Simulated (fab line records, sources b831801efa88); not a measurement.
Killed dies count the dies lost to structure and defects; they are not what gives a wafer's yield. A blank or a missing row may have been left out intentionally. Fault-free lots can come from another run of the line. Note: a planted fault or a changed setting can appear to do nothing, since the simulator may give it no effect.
fab line records	flow gf180mcu
record lots=12	wafers=36	last-day=34
route steps=602 shown M1@331 V1@351 M2@362
lots with no fault: from the same line, run without faults
start-h: the number of hours between the record's first day and the start of the first shown wafer of the lot	wait-h: how many hours have passed since the lot's step before this one	" unchanged from the row above	L1.1+2: one row covering several wafers at once	- value missing, or start not given	* or withheld: withheld	< > ~ a bound
route shown NAME@n: NAME is a module with steps in the file, n the number in the route of the first one	usual: mean and standard deviation over wafers with no fault	same: alike in all rows	chamber/n: place in a boat	sites: the reading at each site	_std_site: standard deviation of those values	_edge_site: outer sites' mean less inner sites'	radius-mm: how far each site lies from the wafer's centre	mask NAME#n: copy n	behind: the most recent tool/chamber to have shaped the wafer	hold: why the lot went on hold/how many hours it stayed there/how the hold came to an end	device: transistor that didn't switch, given as n, p or np	end of line: the tests these same wafers got at the end of their route	step lacking rows: just its recipe	killed: at the first sort, the dies lost to defects and structure; wafer yield is something else	map: a wafer's dies, marking killed ones x, the rest . and places with no die _
set.NAME: the run value of the setting; set.NAME@STEP: its run value at that earlier step	model.NAME: the simulator's own value behind a step, which no gauge read
steps of the route over a sample of lots; a table a step, a row a wafer
services: the hour from which a tool's chamber was out of use, counted from the record's first day as start-h (under 0 if before that day), plus the number of hours and why
## steps
# step GF_M1_METAL_ETCH_16
# recipe chemistry=Cl2/BCl3	mask-material=KrF	target-depth-nm=627.5	stop-on=SiO2	pressure-mtorr=8	icp-w=800	bias-w=140	Cl2_flow_sccm=80	bcl3-flow-sccm=40	time-s=104.6
# usual bias-w=139.9/0.4	drypump-motor-current-A=5.7/0.41	oes-product-au=0.974/0.0061	throttle-valve-pct=28.248/0.01
lot.wafer	tool	chamber	start-h	wait-h	bias-w	drypump-motor-current-A	oes-product-au	rf-hours-counter-h	throttle-valve-pct
L338.1	rie-metal-02	0	379.52	0.0	140.5	6.3	0.987	9	28.226
L338.2	"	1	"	"	140.0	5.2	0.980	4	28.254
L338.4	"	1	"	"	139.8	5.3	0.978	-	28.247
L339.2	rie-metal-01	0	390.22	0.0	139.9	5.3	0.967	8	28.260
L339.3	"	0	"	"	139.5	5.3	0.974	-	28.244
L339.4	"	1	"	"	140.4	5.6	0.969	-	28.252
L340.1	rie-metal-01	1	401.67	0.0	139.6	5.6	0.969	11	28.245
L340.2	"	0	"	"	139.6	5.2	0.978	8	28.254
L340.4	"	0	"	"	139.4	5.3	0.969	-	28.245
L341.1	rie-metal-01	1	409.62	0.0	139.3	5.6	0.982	11	28.249
L341.3	"	0	"	"	139.6	5.3	0.985	-	28.240
L341.5	"	0	"	"	139.0	5.3	0.978	-	28.228
L342.1	rie-metal-03	1	420.57	0.0	139.6	6.2	0.964	8	28.251
L342.2	"	0	"	"	139.8	6.0	0.976	9	28.263
L342.3	"	1	"	"	139.1	6.2	0.975	-	28.262
L344.3	rie-metal-03	0	437.05	0.1	139.9	6.0	0.977	-	28.257
L344.4	"	1	"	"	140.2	6.2	0.966	-	28.250
L344.5	"	0	"	"	139.7	6.0	0.975	-	28.240
L345.2	rie-metal-03	0	450.27	0.0	139.0	6.0	0.972	9	28.233
L345.5	"	1	"	"	140.0	6.2	0.976	-	28.261
L345.6	"	0	"	"	139.8	6.0	0.975	-	28.249
L346.2	rie-metal-01	1	458.72	0.0	139.3	5.6	0.974	12	28.242
L346.4	"	1	"	"	140.1	5.6	0.976	-	28.258
L346.5	"	1	"	"	139.8	5.6	0.973	-	28.237
L347.3	rie-metal-01	0	471.11	0.1	139.9	5.3	0.985	-	28.230
L347.5	"	1	"	"	140.4	5.6	0.964	-	28.258
L347.6	"	0	"	"	139.9	5.2	0.976	-	28.229
L354.1	rie-metal-03	0	532.42	0.0	140.0	6.0	0.971	11	28.232
L354.3	"	1	"	"	139.9	6.2	0.976	-	28.247
L354.5	"	1	"	"	139.2	6.2	0.981	-	28.249
L357.2	rie-metal-01	0	553.22	0.0	140.6	5.2	0.974	12	28.260
L357.3	"	1	"	"	140.2	5.6	0.970	-	28.252
L357.5	"	0	"	"	140.4	5.2	0.969	-	28.238
L359.4	rie-metal-02	1	570.21	0.0	139.4	5.2	0.973	-	28.247
L359.5	"	1	"	"	140.0	5.2	0.983	-	28.236
L359.6	"	0	"	"	140.1	6.2	0.981	-	28.244
# step GF_V1_ETCH_16
# recipe chemistry=N2/H2	target-depth-a=withheld	overetch-a=withheld	time-s=withheld	target=BARC	ion-energy-ev=200	source-w=500	bias-w=100	pressure-mtorr=30	n2-flow-sccm=100	h2-flow-sccm=200
# usual bias-w=100.03/0.27	drypump-motor-current-A=5.8/0.52	oes-product-au=0.855/0.0057	throttle-valve-pct=13.225/0.0096
lot.wafer	tool	chamber	start-h	wait-h	bias-w	drypump-motor-current-A	oes-product-au	throttle-valve-pct
L338.1	rie-diel-03	2	403.77	0.0	99.57	5.7	0.856	13.226
L338.2	"	3	"	"	99.88	6.8	0.854	13.232
L338.4	"	0	"	"	100.06	5.8	0.852	13.222
L339.2	rie-diel-04	3	415.17	0.0	100.30	5.7	0.860	13.208
L339.3	"	2	"	"	99.91	4.8	0.855	13.220
L339.4	"	1	"	"	99.45	5.2	0.858	13.216
L340.1	rie-diel-03	3	426.97	0.0	100.04	6.8	0.862	13.228
L340.2	"	1	"	"	100.22	6.0	0.855	13.216
L340.4	"	2	"	"	99.73	5.7	0.864	13.237
L341.1	rie-diel-04	0	435.17	0.0	100.35	6.1	0.868	13.229
L341.3	"	2	"	"	100.27	4.8	0.847	13.241
L341.5	"	1	"	"	100.35	5.2	0.859	13.213
L342.1	rie-diel-02	0	446.37	0.0	99.65	5.9	0.856	13.242
L342.2	"	2	"	"	100.01	4.8	0.857	13.230
L342.3	"	3	"	"	99.82	5.9	0.846	13.214
L344.3	rie-diel-02	0	463.22	0.0	100.23	6.0	0.857	13.200
L344.4	"	3	"	"	99.82	5.9	0.851	13.218
L344.5	"	2	"	"	99.98	4.9	0.853	13.223
L345.2	rie-diel-03	0	476.87	0.0	100.56	5.8	0.859	13.217
L345.5	"	0	"	"	100.00	5.8	0.856	13.228
L345.6	"	3	"	"	100.18	6.8	0.852	13.225
L346.2	rie-diel-04	3	483.57	0.0	100.04	5.7	0.860	13.234
L346.4	"	2	"	"	100.26	4.9	0.853	13.230
L346.5	"	1	"	"	99.62	5.2	0.857	13.217
L347.3	rie-diel-03	2	496.55	0.0	100.02	5.6	0.847	13.235
L347.5	"	0	"	"	100.21	5.8	0.849	13.221
L347.6	"	3	"	"	99.79	6.7	0.855	13.224
L354.1	rie-diel-03	2	556.37	0.0	100.32	5.6	0.850	13.221
L354.3	"	3	"	"	99.48	6.8	0.851	13.215
L354.5	"	0	"	"	100.02	5.8	0.854	13.227
L357.2	rie-diel-02	3	576.61	0.0	99.91	5.9	0.850	13.202
L357.3	"	2	"	"	99.92	4.9	0.843	13.217
L357.5	"	3	"	"	99.67	5.9	0.847	13.226
L359.4	rie-diel-02	1	592.19	0.0	100.13	5.8	0.851	13.232
L359.5	"	2	"	"	100.10	4.8	0.856	13.213
L359.6	"	3	"	"	99.73	5.9	0.855	13.238
# step GF_V1_CVD_23
# recipe material=W	target-thk-nm=350	time-s=105.05	temp-c=400	pressure-torr=40
# usual chamber-pressure-Torr=40.00/0.089	heater-power-w=856/50
lot.wafer	tool	chamber	start-h	wait-h	chamber-pressure-Torr	heater-power-w
L338.1	cvd-w-01	0	404.53	0.0	40.00	924
L338.2	"	1	"	"	39.93	885
L338.4	"	0	"	"	40.04	939
L339.2	cvd-w-02	0	415.93	0.0	40.01	799
L339.3	"	0	"	"	39.94	786
L339.4	"	1	"	"	40.14	823
L340.1	cvd-w-02	0	427.73	0.0	39.99	809
L340.2	"	1	"	"	39.89	842
L340.4	"	0	"	"	40.08	788
L341.1	cvd-w-01	1	436.09	0.0	40.26	863
L341.3	"	0	"	"	40.06	942
L341.5	"	1	"	"	40.16	897
L342.1	cvd-w-01	1	447.47	0.0	39.90	910
L342.2	"	0	"	"	40.05	910
L342.3	"	1	"	"	40.03	916
L344.3	cvd-w-01	1	464.09	0.1	40.06	899
L344.4	"	0	"	"	39.88	928
L344.5	"	0	"	"	39.99	898
L345.2	cvd-w-02	0	477.67	0.1	40.02	804
L345.5	"	0	"	"	40.00	794
L345.6	"	0	"	"	39.84	803
L346.2	cvd-w-02	0	484.33	0.0	39.95	788
L346.4	"	0	"	"	39.98	805
L346.5	"	0	"	"	39.98	781
L347.3	cvd-w-01	0	497.39	0.1	40.01	904
L347.5	"	0	"	"	39.99	919
L347.6	"	1	"	"	39.93	896
L354.1	cvd-w-02	1	557.13	0.0	37.72	859
L354.3	"	0	"	"	40.05	807
L354.5	"	0	"	"	40.00	813
L357.2	cvd-w-01	0	577.44	0.0	40.02	925
L357.3	"	1	"	"	39.92	909
L357.5	"	0	"	"	40.01	910
L359.4	cvd-w-01	1	592.96	0.1	40.05	924
L359.5	"	1	"	"	40.04	922
L359.6	"	0	"	"	40.02	930
# step GF_M2_SPUTTER_00
# recipe material=Ti	target-thk-nm=37.5	arriving-ion-energy-ev=80	substrate-temp-c=200	chamber-pressure-pa=2	power-w=4000	time-s=150
# usual throttle-valve-pct=29.7/1
lot.wafer	tool	chamber	start-h	wait-h	throttle-valve-pct
L338.1	pvd-sputter-01	-	405.13	0.2	30.9
L338.2	"	-	"	"	29.4
L338.4	"	-	"	"	29.5
L339.2	pvd-sputter-04	-	416.52	0.1	29.6
L339.3	"	-	"	"	28.2
L339.4	"	-	"	"	29.3
L340.1	pvd-sputter-04	-	428.33	0.1	30.7
L340.2	"	-	"	"	29.2
L340.4	"	-	"	"	27.9
L341.1	pvd-sputter-04	-	436.68	0.1	29.5
L341.3	"	-	"	"	27.9
L341.5	"	-	"	"	28.1
L342.1	pvd-sputter-01	-	448.07	0.1	31.3
L342.2	"	-	"	"	29.3
L342.3	"	-	"	"	29.5
L344.3	pvd-sputter-04	-	464.64	0.2	29.0
L344.4	"	-	"	"	29.5
L344.5	"	-	"	"	29.2
L345.2	pvd-sputter-04	-	478.34	0.1	30.5
L345.5	"	-	"	"	29.0
L345.6	"	-	"	"	29.4
L346.2	pvd-sputter-04	-	484.92	0.1	30.8
L346.4	"	-	"	"	27.9
L346.5	"	-	"	"	29.1
L347.3	pvd-sputter-04	-	497.94	0.2	30.9
L347.5	"	-	"	"	29.2
L347.6	"	-	"	"	29.0
L354.1	pvd-sputter-01	-	557.72	0.1	29.4
L354.3	"	-	"	"	31.0
L354.5	"	-	"	"	30.7
L357.2	pvd-sputter-02	-	578.03	0.1	31.6
L357.3	"	-	"	"	30.4
L357.5	"	-	"	"	29.5
L359.4	pvd-sputter-04	-	593.57	0.1	30.6
L359.5	"	-	"	"	28.1
L359.6	"	-	"	"	29.6
## services
tool	chamber	start-h	hours	kind
rie-diel-04	1	359.38	2.3	repair
cvd-w-01	1	389.40	2.9	repair
cvd-w-01	-	390.00	14.0	pm
pvd-sputter-01	-	399.36	1.0	repair
pvd-sputter-04	-	404.37	0.5	repair
rie-metal-01	-	410.76	0.2	repair
pvd-sputter-01	-	426.52	0.6	repair
rie-diel-02	3	447.95	1.8	repair
rie-metal-03	-	452.59	0.8	repair
rie-diel-02	-	456.89	1.6	repair
pvd-sputter-01	-	468.92	1.3	repair
cvd-w-02	1	474.89	5.9	repair
rie-metal-03	0	505.89	15.6	repair
rie-diel-04	2	511.20	25.9	repair
rie-diel-02	-	517.07	2.8	pm
rie-diel-04	0	518.55	1.8	repair
rie-metal-01	1	519.92	3.6	repair
cvd-w-01	-	532.36	0.6	repair
rie-metal-03	-	544.31	2.8	pm
rie-diel-03	1	555.55	19.6	repair
rie-metal-01	0	572.81	3.8	repair
rie-diel-03	3	587.22	8.4	repair
rie-metal-03	-	589.85	2.3	repair
rie-diel-02	0	591.51	54.5	repair
## key
first-sign step=GF_V1_CVD_23	reading=chamber-pressure-Torr	direction=down	sigmas=26	usual=40.00	struck=37.72
effect none on later readings
met-at GF_V1_CVD_23
struck-lots L354
struck-wafers L354.1
not-acting-at GF_M1_METAL_ETCH_16,GF_V1_ETCH_16,GF_M2_SPUTTER_00
onset-between 427.73 557.13
fault kind=process-parameter-drift	tool=cvd-w-02	chamber=1	onset-h=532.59	steps=GF_V1_CVD_23	channel=pressure-torr	offset=-2.3366	shape=step	end-h=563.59	acts-in=these-recipes-only	stated=40
